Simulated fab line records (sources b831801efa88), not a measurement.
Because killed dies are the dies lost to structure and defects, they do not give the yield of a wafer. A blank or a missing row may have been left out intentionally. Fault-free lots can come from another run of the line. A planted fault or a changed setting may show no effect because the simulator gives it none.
The tool behind it: which one? :: flow sfq line :: 14 lots (42 wafers sampled), 1 step of a 325-step route

== WHAT THE GAUGES SHOWED, per wafer ==
The record holds no reading of a measuring or inspecting step that can be judged against a usual standard deviation.

== WHAT TOOL EACH LOT RAN ON (gives the tool, then ch and the chambers of the sampled wafers, and finally the start) ==
lot: L807
SFQ_TRILAYER_I7_CMP_CMP_184: cmp-02 ch 0,2,3, day 74 11:10

lot: L808
SFQ_TRILAYER_I7_CMP_CMP_184: cmp-02 ch 1,3, day 75 03:46

lot: L809
SFQ_TRILAYER_I7_CMP_CMP_184: cmp-01 ch 0,1,3, day 75 07:56

lot: L810
SFQ_TRILAYER_I7_CMP_CMP_184: cmp-02 ch 1,2,3, day 75 12:07

lot: L811
SFQ_TRILAYER_I7_CMP_CMP_184: cmp-01 ch 1,2,3, day 75 13:31

lot: L813
SFQ_TRILAYER_I7_CMP_CMP_184: cmp-02 ch 0,3, day 76 00:49

lot: L814
SFQ_TRILAYER_I7_CMP_CMP_184: cmp-02 ch 0,1,3, day 76 03:49

lot: L816
SFQ_TRILAYER_I7_CMP_CMP_184: cmp-02 ch 0,1,2, day 76 06:49

lot: L817
SFQ_TRILAYER_I7_CMP_CMP_184: cmp-01 ch 1,3, day 76 12:58

lot: L818
SFQ_TRILAYER_I7_CMP_CMP_184: cmp-02 ch 0,1, day 77 08:15

lot: L824
SFQ_TRILAYER_I7_CMP_CMP_184: cmp-02 ch 0,2,3, day 81 06:51

lot: L826
SFQ_TRILAYER_I7_CMP_CMP_184: cmp-02 ch 1,2, day 83 09:58

lot: L827
SFQ_TRILAYER_I7_CMP_CMP_184: cmp-02 ch 1,3, day 83 12:35

lot: L828
SFQ_TRILAYER_I7_CMP_CMP_184: cmp-01 ch 0,1,3, day 83 19:48
- SFQ_TRILAYER_I7_CMP_CMP_184: polishes SiO2.

== AS READ BY THE TOOLS THEMSELVES (means over the sampled wafers that have a number; for cases with no such wafer, the mark the record gives instead) ==
SFQ_TRILAYER_I7_CMP_CMP_184. Usual: head pressure psi 3.000 psi, standard deviation 0.0063; motor current A 10.6 A, standard deviation 1.3; time to endpoint s 219 s, standard deviation 8.4.
lot: L807
tool: cmp-02
head pressure psi (psi): 3.002
motor current A (A): 10.6
time to endpoint s (s): 225
flag: 

lot: L808
tool: cmp-02
head pressure psi (psi): 3.002
motor current A (A): 12.4
time to endpoint s (s): 205
flag: 

lot: L809
tool: cmp-01
head pressure psi (psi): 3.000
motor current A (A): 10.2
time to endpoint s (s): 219
flag: 

lot: L810
tool: cmp-02
head pressure psi (psi): 2.995
motor current A (A): 11.7
time to endpoint s (s): 221
flag: 

lot: L811
tool: cmp-01
head pressure psi (psi): 3.001
motor current A (A): 10.2
time to endpoint s (s): 208
flag: 

lot: L813
tool: cmp-02
head pressure psi (psi): 2.998
motor current A (A): 11.0
time to endpoint s (s): 217
flag: 

lot: L814
tool: cmp-02
head pressure psi (psi): 3.001
motor current A (A): 12.0
time to endpoint s (s): 220
flag: 

lot: L816
tool: cmp-02
head pressure psi (psi): 2.999
motor current A (A): 10.8
time to endpoint s (s): 216
flag: 

lot: L817
tool: cmp-01
head pressure psi (psi): 3.001
motor current A (A): 9.7
time to endpoint s (s): 223
flag: 

lot: L818
tool: cmp-02
head pressure psi (psi): 3.003
motor current A (A): 11.3
time to endpoint s (s): 226
flag: 

lot: L824
tool: cmp-02
head pressure psi (psi): 2.995
motor current A (A): 10.5
time to endpoint s (s): 231
flag: 

lot: L826
tool: cmp-02
head pressure psi (psi): 2.704
motor current A (A): 10.7
time to endpoint s (s): 241
flag: OFF

lot: L827
tool: cmp-02
head pressure psi (psi): 2.699
motor current A (A): 11.9
time to endpoint s (s): 243
flag: OFF

lot: L828
tool: cmp-01
head pressure psi (psi): 3.004
motor current A (A): 9.7
time to endpoint s (s): 225
flag: 

== THE ANSWER, worked out from the rows above alone ==
Rule: take the mean of a lot's wafers that have a number; if it is more than 3 standard deviations from the usual mean, the lot is off. Also off: a lot with no number at a reading for which 4 or more lots have one. Any other lot the step has rows for is counted as sound. After the gauges, taken in route order, come the tools' own readings; for these a lot's mean is taken, as printed above. At the first step where some lot is off, the reading lying furthest off is the one used; lots without a number count as furthest.
Off: L826, L827 (SFQ_TRILAYER_I7_CMP_CMP_184, head pressure psi).
A tool fits if, at that step or a process step before it, it ran every lot that is off, and no sound lot after the first of them. One fits: cmp-02 at SFQ_TRILAYER_I7_CMP_CMP_184. Its last sound lot is L824 (day 81 06:51), its first lot that is off L826 (day 83 09:58): a fault that began between those two fits.
The tool's own readings at SFQ_TRILAYER_I7_CMP_CMP_184 bear it out: on the lots that are off they differ by more than 5 times the standard deviation of the sound lots' means. head pressure psi reads 2.702 psi there against 3.000 psi on the sound lots.

== WHAT WAS PUT IN BY THE SIMULATOR ==
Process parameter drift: cmp-02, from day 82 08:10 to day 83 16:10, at SFQ_TRILAYER_I7_CMP_CMP_184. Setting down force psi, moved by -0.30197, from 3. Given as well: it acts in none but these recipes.
Shown lots that were struck: L826, L827. The rule above found the same.
